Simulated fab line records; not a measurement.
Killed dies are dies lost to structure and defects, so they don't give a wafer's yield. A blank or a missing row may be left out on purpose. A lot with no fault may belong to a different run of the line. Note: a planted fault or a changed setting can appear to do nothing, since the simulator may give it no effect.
fab line records :: flow sky130
record
  lots=6
  wafers=18
  last_day=49
route steps=708 shown GATE_OXIDE@198 POLY_GATE@204 RES_PROTECT@206 PAD_OPEN@708
lots with no fault: from the same line, run without faults
start_h: hours from the record's first day to the start of the lot's first wafer shown :: wait_h: hours since the lot's step before :: " same as the row above :: L1.1+2: several wafers, shown together as one row :: - no value, or no start given :: * or withheld: withheld :: < > ~ a bound
route shown NAME@n: names a module that has steps shown in the file, with the first one's number in the route :: usual: mean/standard deviation of fault-free wafers :: same: alike in all rows :: chamber/n: place in a boat :: sites: per-site readings :: _std_site: standard deviation of those values :: _edge_site: the outer-site mean with the inner-site mean subtracted :: radius_mm: how far each site lies from the wafer's centre :: mask NAME#n: copy n :: behind: the tool/chamber that last shaped the wafer :: hold: the reason the lot was held/the length of the hold in hours/how it ended :: device: which transistor (n, p or np) failed to switch :: end of line: the tests these same wafers got at the end of their route :: a step with no rows: only its recipe :: killed: dies that structure and defects cost at the first sort, which is not the same as the wafer's yield :: map: dies across one wafer; x = killed, . = not, _ = none there
set.NAME: the setting that was run; set.NAME@STEP: the one run at that earlier step :: model.NAME: the simulator's own value behind a step, which no gauge read
lots at some steps of the route; a table a step, a row a wafer
services: when a tool's chamber went out of use (start_h, in hours from the record's first day, below 0 if earlier), for how many hours, and the reason
## steps
# step SKY_GATE_OXIDE_IMPLANT_11
# recipe
  species=B
  energy_kev=10
  dose_cm2=2.6e+12
  tilt_deg=withheld
# step SKY_GATE_OXIDE_WET_ETCH_12
# recipe
  chemistry=dHF
  target_depth_nm=16.8
  dry=n2_spin
  target=SiO2
  dilution=100:1
  temp_c=25
  time_s=336
# step SKY_GATE_OXIDE_STRIP_13
# recipe
  chemistry=O2/N2
  power_w=1400
  pressure_mtorr=1500
  platen_temp_c=withheld
  o2_flow_sccm=3000
  n2_flow_sccm=300
  overash_fraction=0.5
# usual
  drypump_motor_current_A=5.68/0.18
  oes_product_au=0.716/0.0043
  strip_time_to_endpoint_s=14.18/0.048
lot.wafer: L316.1
tool: plasma_asher-02
chamber: 0
start_h: 311.57
wait_h: 0.0
drypump_motor_current_A: 5.66
oes_product_au: 0.712
rf_hours_counter_h: 20
strip_time_to_endpoint_s: 14.14

lot.wafer: L316.4
tool: plasma_asher-02
chamber: 1
start_h: 311.57
wait_h: 0.0
drypump_motor_current_A: 5.62
oes_product_au: 0.711
rf_hours_counter_h: -
strip_time_to_endpoint_s: 14.10

lot.wafer: L316.6
tool: plasma_asher-02
chamber: 1
start_h: 311.57
wait_h: 0.0
drypump_motor_current_A: 5.65
oes_product_au: 0.723
rf_hours_counter_h: -
strip_time_to_endpoint_s: 14.12

lot.wafer: L317.1
tool: plasma_asher-01
chamber: 1
start_h: 320.50
wait_h: 0.0
drypump_motor_current_A: 5.44
oes_product_au: 0.716
rf_hours_counter_h: 62
strip_time_to_endpoint_s: 14.14

lot.wafer: L317.3
tool: plasma_asher-01
chamber: 0
start_h: 320.50
wait_h: 0.0
drypump_motor_current_A: 5.96
oes_product_au: 0.720
rf_hours_counter_h: -
strip_time_to_endpoint_s: 14.17

lot.wafer: L317.5
tool: plasma_asher-01
chamber: 1
start_h: 320.50
wait_h: 0.0
drypump_motor_current_A: 5.47
oes_product_au: 0.718
rf_hours_counter_h: -
strip_time_to_endpoint_s: 14.15

lot.wafer: L324.3
tool: plasma_asher-01
chamber: 0
start_h: 372.91
wait_h: 0.0
drypump_motor_current_A: 5.92
oes_product_au: 0.719
rf_hours_counter_h: -
strip_time_to_endpoint_s: 14.25

lot.wafer: L324.5
tool: plasma_asher-01
chamber: 0
start_h: 372.91
wait_h: 0.0
drypump_motor_current_A: 5.96
oes_product_au: 0.715
rf_hours_counter_h: -
strip_time_to_endpoint_s: 14.21

lot.wafer: L324.6
tool: plasma_asher-01
chamber: 1
start_h: 372.91
wait_h: 0.0
drypump_motor_current_A: 5.48
oes_product_au: 0.715
rf_hours_counter_h: -
strip_time_to_endpoint_s: 14.25

lot.wafer: L325.2
tool: plasma_asher-02
chamber: 1
start_h: 386.22
wait_h: 0.0
drypump_motor_current_A: 5.64
oes_product_au: 0.715
rf_hours_counter_h: 26
strip_time_to_endpoint_s: 14.21

lot.wafer: L325.4
tool: plasma_asher-02
chamber: 0
start_h: 386.22
wait_h: 0.0
drypump_motor_current_A: 5.65
oes_product_au: 0.716
rf_hours_counter_h: -
strip_time_to_endpoint_s: 14.19

lot.wafer: L325.6
tool: plasma_asher-02
chamber: 0
start_h: 386.22
wait_h: 0.0
drypump_motor_current_A: 5.66
oes_product_au: 0.721
rf_hours_counter_h: -
strip_time_to_endpoint_s: 14.13

lot.wafer: L326.2
tool: plasma_asher-03
chamber: 1
start_h: 398.21
wait_h: 0.0
drypump_motor_current_A: 5.88
oes_product_au: 0.718
rf_hours_counter_h: 72
strip_time_to_endpoint_s: 14.16

lot.wafer: L326.3
tool: plasma_asher-03
chamber: 0
start_h: 398.21
wait_h: 0.0
drypump_motor_current_A: 5.52
oes_product_au: 0.720
rf_hours_counter_h: -
strip_time_to_endpoint_s: 14.16

lot.wafer: L326.6
tool: plasma_asher-03
chamber: 0
start_h: 398.21
wait_h: 0.0
drypump_motor_current_A: 5.52
oes_product_au: 0.724
rf_hours_counter_h: -
strip_time_to_endpoint_s: 14.21

lot.wafer: L335.1
tool: plasma_asher-03
chamber: 1
start_h: 471.20
wait_h: 0.0
drypump_motor_current_A: 5.88
oes_product_au: 0.712
rf_hours_counter_h: 4
strip_time_to_endpoint_s: 14.23

lot.wafer: L335.4
tool: plasma_asher-03
chamber: 0
start_h: 471.20
wait_h: 0.0
drypump_motor_current_A: 5.54
oes_product_au: 0.713
rf_hours_counter_h: -
strip_time_to_endpoint_s: 14.24

lot.wafer: L335.6
tool: plasma_asher-03
chamber: 1
start_h: 471.20
wait_h: 0.0
drypump_motor_current_A: 5.92
oes_product_au: 0.718
rf_hours_counter_h: -
strip_time_to_endpoint_s: 14.21
# step SKY_GATE_OXIDE_TW_MEAS_14
# usual
  GATE_OXIDE_TW=224/4.2
lot.wafer: L316.1
tool: film_metro-01
chamber: -
start_h: 311.67
wait_h: 0.1
GATE_OXIDE_TW: 221

lot.wafer: L316.4
tool: film_metro-01
chamber: -
start_h: 311.67
wait_h: 0.1
GATE_OXIDE_TW: 222

lot.wafer: L316.6
tool: film_metro-01
chamber: -
start_h: 311.67
wait_h: 0.1
GATE_OXIDE_TW: 221

lot.wafer: L317.1
tool: film_metro-02
chamber: -
start_h: 320.60
wait_h: 0.1
GATE_OXIDE_TW: 221

lot.wafer: L317.3
tool: film_metro-02
chamber: -
start_h: 320.60
wait_h: 0.1
GATE_OXIDE_TW: 221

lot.wafer: L317.5
tool: film_metro-02
chamber: -
start_h: 320.60
wait_h: 0.1
GATE_OXIDE_TW: 220

lot.wafer: L324.3
tool: film_metro-04
chamber: -
start_h: 373.00
wait_h: 0.1
GATE_OXIDE_TW: 229

lot.wafer: L324.5
tool: film_metro-04
chamber: -
start_h: 373.00
wait_h: 0.1
GATE_OXIDE_TW: 231

lot.wafer: L324.6
tool: film_metro-04
chamber: -
start_h: 373.00
wait_h: 0.1
GATE_OXIDE_TW: 230

lot.wafer: L325.2
tool: film_metro-04
chamber: -
start_h: 386.33
wait_h: 0.1
GATE_OXIDE_TW: 230

lot.wafer: L325.4
tool: film_metro-04
chamber: -
start_h: 386.33
wait_h: 0.1
GATE_OXIDE_TW: 230

lot.wafer: L325.6
tool: film_metro-04
chamber: -
start_h: 386.33
wait_h: 0.1
GATE_OXIDE_TW: 230

lot.wafer: L326.2
tool: film_metro-04
chamber: -
start_h: 398.32
wait_h: 0.1
GATE_OXIDE_TW: 230

lot.wafer: L326.3
tool: film_metro-04
chamber: -
start_h: 398.32
wait_h: 0.1
GATE_OXIDE_TW: 230

lot.wafer: L326.6
tool: film_metro-04
chamber: -
start_h: 398.32
wait_h: 0.1
GATE_OXIDE_TW: 230

lot.wafer: L335.1
tool: film_metro-02
chamber: -
start_h: 471.30
wait_h: 0.1
GATE_OXIDE_TW: 221

lot.wafer: L335.4
tool: film_metro-02
chamber: -
start_h: 471.30
wait_h: 0.1
GATE_OXIDE_TW: 221

lot.wafer: L335.6
tool: film_metro-02
chamber: -
start_h: 471.30
wait_h: 0.1
GATE_OXIDE_TW: 222
# step SKY_GATE_OXIDE_CLEAN_15
# recipe
  chemistry=SC1/SC2
  mix=1:4:20
  temp_c=70
  time_s=150
  dry=n2_spin
# step SKY_GATE_OXIDE_OXIDATION_16
# recipe
  temp_c=800
  ambient=O2
  idle_temp_c=700
  ramp_up_c_per_min=10
  ramp_down_c_per_min=3
  stabilise_s=600
  purge_s=300
  target_thk_a=35.7
  ox_time_s=1915
# step SKY_POLY_GATE_CVD_00
# recipe
  material=poly-Si
  target_thk_nm=180
  temp_c=620
  time_s=720
  pressure_mtorr=200
# step SKY_POLY_GATE_THK_MEAS_01
# recipe
  reads=poly-Si_of_POLY_GATE_CVD_00
# usual
  POLY_GATE_CVD_00_THK=180.4/1.8
lot.wafer: L316.1
tool: film_metro-02
chamber: -
start_h: 314.93
wait_h: 0.0
POLY_GATE_CVD_00_THK[nm]: 177.6

lot.wafer: L316.4
tool: film_metro-02
chamber: -
start_h: 314.93
wait_h: 0.0
POLY_GATE_CVD_00_THK[nm]: 177.7

lot.wafer: L316.6
tool: film_metro-02
chamber: -
start_h: 314.93
wait_h: 0.0
POLY_GATE_CVD_00_THK[nm]: 178.8

lot.wafer: L317.1
tool: film_metro-03
chamber: -
start_h: 325.54
wait_h: 0.0
POLY_GATE_CVD_00_THK[nm]: 180.7

lot.wafer: L317.3
tool: film_metro-03
chamber: -
start_h: 325.54
wait_h: 0.0
POLY_GATE_CVD_00_THK[nm]: 180.7

lot.wafer: L317.5
tool: film_metro-03
chamber: -
start_h: 325.54
wait_h: 0.0
POLY_GATE_CVD_00_THK[nm]: 180.6

lot.wafer: L324.3
tool: film_metro-01
chamber: -
start_h: 375.84
wait_h: 0.0
POLY_GATE_CVD_00_THK[nm]: 182.4

lot.wafer: L324.5
tool: film_metro-01
chamber: -
start_h: 375.84
wait_h: 0.0
POLY_GATE_CVD_00_THK[nm]: 184.2

lot.wafer: L324.6
tool: film_metro-01
chamber: -
start_h: 375.84
wait_h: 0.0
POLY_GATE_CVD_00_THK[nm]: 182.6

lot.wafer: L325.2
tool: film_metro-01
chamber: -
start_h: 390.35
wait_h: 0.0
POLY_GATE_CVD_00_THK[nm]: 181.9

lot.wafer: L325.4
tool: film_metro-01
chamber: -
start_h: 390.35
wait_h: 0.0
POLY_GATE_CVD_00_THK[nm]: 181.7

lot.wafer: L325.6
tool: film_metro-01
chamber: -
start_h: 390.35
wait_h: 0.0
POLY_GATE_CVD_00_THK[nm]: 181.3

lot.wafer: L326.2
tool: film_metro-01
chamber: -
start_h: 402.12
wait_h: 0.0
POLY_GATE_CVD_00_THK[nm]: 183.0

lot.wafer: L326.3
tool: film_metro-01
chamber: -
start_h: 402.12
wait_h: 0.0
POLY_GATE_CVD_00_THK[nm]: 181.8

lot.wafer: L326.6
tool: film_metro-01
chamber: -
start_h: 402.12
wait_h: 0.0
POLY_GATE_CVD_00_THK[nm]: 180.8

lot.wafer: L335.1
tool: film_metro-01
chamber: -
start_h: 474.14
wait_h: 0.0
POLY_GATE_CVD_00_THK[nm]: 180.4

lot.wafer: L335.4
tool: film_metro-01
chamber: -
start_h: 474.14
wait_h: 0.0
POLY_GATE_CVD_00_THK[nm]: 178.0

lot.wafer: L335.6
tool: film_metro-01
chamber: -
start_h: 474.14
wait_h: 0.0
POLY_GATE_CVD_00_THK[nm]: 178.9
# step SKY_RES_PROTECT_DEHYDRATE_00
# recipe
  temp_c=200
  time_s=60
# step SKY_RES_PROTECT_HMDS_01
# recipe
  prime_time_s=60
  prime_temp_c=120
# step SKY_RES_PROTECT_COAT_02
# recipe
  resist=NOVOLAK
  spin_rpm=3000
  resist_thk_nm=1140
# step SKY_RES_PROTECT_SOFTBAKE_03
# recipe
  temp_c=90
  time_s=60
  resist=NOVOLAK
# step SKY_RES_PROTECT_EXPOSE_04
# recipe
  mask_id=RPM
  na=0.6
  source_shape=conventional
  sigma_outer=0.6
  polarization=unpolarized
  target_cd_nm=1270
  dose_mj=131
# usual
  stage_vel_mm_s=500.00/0.25
# same
  na=0.6
lot.wafer: L316.1
tool: iline_stepper-02
chamber: 0
start_h: 328.34
wait_h: -
mask: RPM#0
stage_vel_mm_s: 500.02
model.RES_PROTECT.overlay_x_nm: -1.61

lot.wafer: L316.4
tool: iline_stepper-02
chamber: 0
start_h: 328.34
wait_h: -
mask: RPM#0
stage_vel_mm_s: 499.64
model.RES_PROTECT.overlay_x_nm: -1.61

lot.wafer: L316.6
tool: iline_stepper-02
chamber: 0
start_h: 328.34
wait_h: -
mask: RPM#0
stage_vel_mm_s: 499.90
model.RES_PROTECT.overlay_x_nm: -1.61

lot.wafer: L317.1
tool: iline_stepper-01
chamber: 0
start_h: 338.56
wait_h: -
mask: RPM#0
stage_vel_mm_s: 500.04
model.RES_PROTECT.overlay_x_nm: -0.7151

lot.wafer: L317.3
tool: iline_stepper-01
chamber: 0
start_h: 338.56
wait_h: -
mask: RPM#0
stage_vel_mm_s: 500.13
model.RES_PROTECT.overlay_x_nm: -0.7151

lot.wafer: L317.5
tool: iline_stepper-01
chamber: 0
start_h: 338.56
wait_h: -
mask: RPM#0
stage_vel_mm_s: 500.04
model.RES_PROTECT.overlay_x_nm: -0.7151

lot.wafer: L324.3
tool: iline_stepper-02
chamber: 0
start_h: 390.28
wait_h: -
mask: RPM#0
stage_vel_mm_s: 500.09
model.RES_PROTECT.overlay_x_nm: -131.3

lot.wafer: L324.5
tool: iline_stepper-02
chamber: 0
start_h: 390.28
wait_h: -
mask: RPM#0
stage_vel_mm_s: 499.90
model.RES_PROTECT.overlay_x_nm: -131.3

lot.wafer: L324.6
tool: iline_stepper-02
chamber: 0
start_h: 390.28
wait_h: -
mask: RPM#0
stage_vel_mm_s: 500.09
model.RES_PROTECT.overlay_x_nm: -131.3

lot.wafer: L325.2
tool: iline_stepper-02
chamber: 0
start_h: 404.90
wait_h: -
mask: RPM#0
stage_vel_mm_s: 500.03
model.RES_PROTECT.overlay_x_nm: -131.4

lot.wafer: L325.4
tool: iline_stepper-02
chamber: 0
start_h: 404.90
wait_h: -
mask: RPM#0
stage_vel_mm_s: 499.85
model.RES_PROTECT.overlay_x_nm: -131.4

lot.wafer: L325.6
tool: iline_stepper-02
chamber: 0
start_h: 404.90
wait_h: -
mask: RPM#0
stage_vel_mm_s: 499.98
model.RES_PROTECT.overlay_x_nm: -131.4

lot.wafer: L326.2
tool: iline_stepper-01
chamber: 0
start_h: 416.66
wait_h: -
mask: RPM#0
stage_vel_mm_s: 500.03
model.RES_PROTECT.overlay_x_nm: -1.708

lot.wafer: L326.3
tool: iline_stepper-01
chamber: 0
start_h: 416.66
wait_h: -
mask: RPM#0
stage_vel_mm_s: 500.13
model.RES_PROTECT.overlay_x_nm: -1.708

lot.wafer: L326.6
tool: iline_stepper-01
chamber: 0
start_h: 416.66
wait_h: -
mask: RPM#0
stage_vel_mm_s: 500.03
model.RES_PROTECT.overlay_x_nm: -1.708

lot.wafer: L335.1
tool: iline_stepper-01
chamber: 0
start_h: 489.28
wait_h: -
mask: RPM#0
stage_vel_mm_s: 500.17
model.RES_PROTECT.overlay_x_nm: -1.027

lot.wafer: L335.4
tool: iline_stepper-01
chamber: 0
start_h: 489.28
wait_h: -
mask: RPM#0
stage_vel_mm_s: 499.99
model.RES_PROTECT.overlay_x_nm: -1.027

lot.wafer: L335.6
tool: iline_stepper-01
chamber: 0
start_h: 489.28
wait_h: -
mask: RPM#0
stage_vel_mm_s: 500.33
model.RES_PROTECT.overlay_x_nm: -1.027
# step SKY_RES_PROTECT_PEB_05
# recipe
  temp_c=withheld
  time_s=*
  resist=NOVOLAK
# step SKY_PAD_OPEN_PROBE_99
# usual
  killed_at_M0_to_M3=44/7.2
  killed_at_M4_up=3.0/1.9
  killed_at_contacts=25/4.8
  killed_at_front_end=16/4.2
  killed_at_other=0.2/0.44
  killed_dies=88/9.3
  killed_open=48/7.1
  killed_short=40/6.5
# same
  gross_dies=492
  killed_at_back_side=0
lot.wafer: L317.1
tool: prober-02
chamber: -
start_h: 1083.50
wait_h: 0.1
killed_at_M0_to_M3: 50
killed_at_M4_up: 2
killed_at_contacts: 24
killed_at_front_end: 13
killed_at_other: 0
killed_dies: 89
killed_open: 46
killed_short: 43

lot.wafer: L317.3
tool: prober-02
chamber: -
start_h: 1083.60
wait_h: 0.2
killed_at_M0_to_M3: 48
killed_at_M4_up: 3
killed_at_contacts: 21
killed_at_front_end: 16
killed_at_other: 0
killed_dies: 88
killed_open: 52
killed_short: 36

lot.wafer: L317.5
tool: prober-02
chamber: -
start_h: 1083.70
wait_h: 0.2
killed_at_M0_to_M3: 48
killed_at_M4_up: 5
killed_at_contacts: 20
killed_at_front_end: 12
killed_at_other: 0
killed_dies: 85
killed_open: 43
killed_short: 42
# killed by level:class
L317.1 VIA1:geometric_particle:open=13 LI_CONTACT:geometric_particle:open=9 METAL2:geometric_particle:short=8 CONTACT:geometric_particle:open=5 VIA1:geometric_particle:short=5 METAL1:geometric_particle:short=5 VIA3:geometric_particle:open=5 LOCAL_INTERCONNECT:geometric_particle:short=4
L317.3 VIA1:geometric_particle:open=10 VIA3:geometric_particle:open=7 VIA1:geometric_particle:short=7 VIA2:geometric_particle:open=7 FIELD_ISO:geometric_particle:open=6 CONTACT:geometric_particle:open=6 LI_CONTACT:geometric_particle:open=4 CONTACT:geometric_particle:short=4
L317.5 VIA1:geometric_particle:open=12 CONTACT:geometric_particle:open=8 METAL1:geometric_particle:short=7 VIA3:geometric_particle:open=7 VIA1:geometric_particle:short=6 METAL2:geometric_particle:short=6 FIELD_ISO:geometric_particle:short=5 LI_CONTACT:geometric_particle:open=5
## services
tool: plasma_asher-01
chamber: -
start_h: 298.93
hours: 6.8
kind: repair

tool: plasma_asher-03
chamber: -
start_h: 313.40
hours: 1.9
kind: repair

tool: iline_stepper-01
chamber: -
start_h: 330.54
hours: 1.8
kind: repair

tool: iline_stepper-02
chamber: -
start_h: 336.42
hours: 2.1
kind: pm

tool: iline_stepper-02
chamber: -
start_h: 338.50
hours: -
kind: consumable_replace:lamp

tool: plasma_asher-01
chamber: -
start_h: 357.99
hours: 0.5
kind: repair

tool: plasma_asher-02
chamber: -
start_h: 376.84
hours: 2.1
kind: repair

tool: iline_stepper-01
chamber: -
start_h: 404.98
hours: 1.9
kind: repair

tool: plasma_asher-01
chamber: -
start_h: 415.83
hours: 0.4
kind: repair

tool: plasma_asher-03
chamber: -
start_h: 421.25
hours: 9.0
kind: pm

tool: plasma_asher-03
chamber: 0
start_h: 421.25
hours: 9.0
kind: vent_cycle

tool: plasma_asher-03
chamber: 1
start_h: 421.25
hours: 9.0
kind: vent_cycle

tool: plasma_asher-03
chamber: -
start_h: 427.01
hours: 0.8
kind: repair

tool: plasma_asher-03
chamber: 0
start_h: 430.25
hours: -
kind: clean

tool: plasma_asher-03
chamber: 1
start_h: 430.25
hours: -
kind: clean

tool: plasma_asher-01
chamber: -
start_h: 431.53
hours: 0.6
kind: repair

tool: plasma_asher-03
chamber: -
start_h: 453.94
hours: 3.0
kind: repair

tool: iline_stepper-01
chamber: -
start_h: 465.29
hours: 3.4
kind: repair

tool: iline_stepper-02
chamber: -
start_h: 482.16
hours: 1.7
kind: pm

tool: iline_stepper-02
chamber: -
start_h: 485.38
hours: 5.1
kind: repair
## key
first_sign none at tools or gauges
model_effect
  step=SKY_RES_PROTECT_EXPOSE_04
  value=RES_PROTECT.overlay_x_nm
  without=1.396
  struck=-131.3
met_at SKY_RES_PROTECT_EXPOSE_04
struck_wafers L324.3,L324.5,L324.6,L325.2,L325.4,L325.6
tester_left_out L324,L325
onset_between 328.34 390.28
fault
  kind=scanner_matching_overlay
  tool=iline_stepper-02
  chamber=-
  onset_h=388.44
  steps=SKY_RES_PROTECT_EXPOSE_04
  offset=-132.72
# tester_left_out: of these lots the tester's yield and bins aren't shown, on N5 and GAA mostly nor the transistor test; their killed dies are dies lost to structure and defects alone, not to doping, threshold or leakage, so they don't give the yield
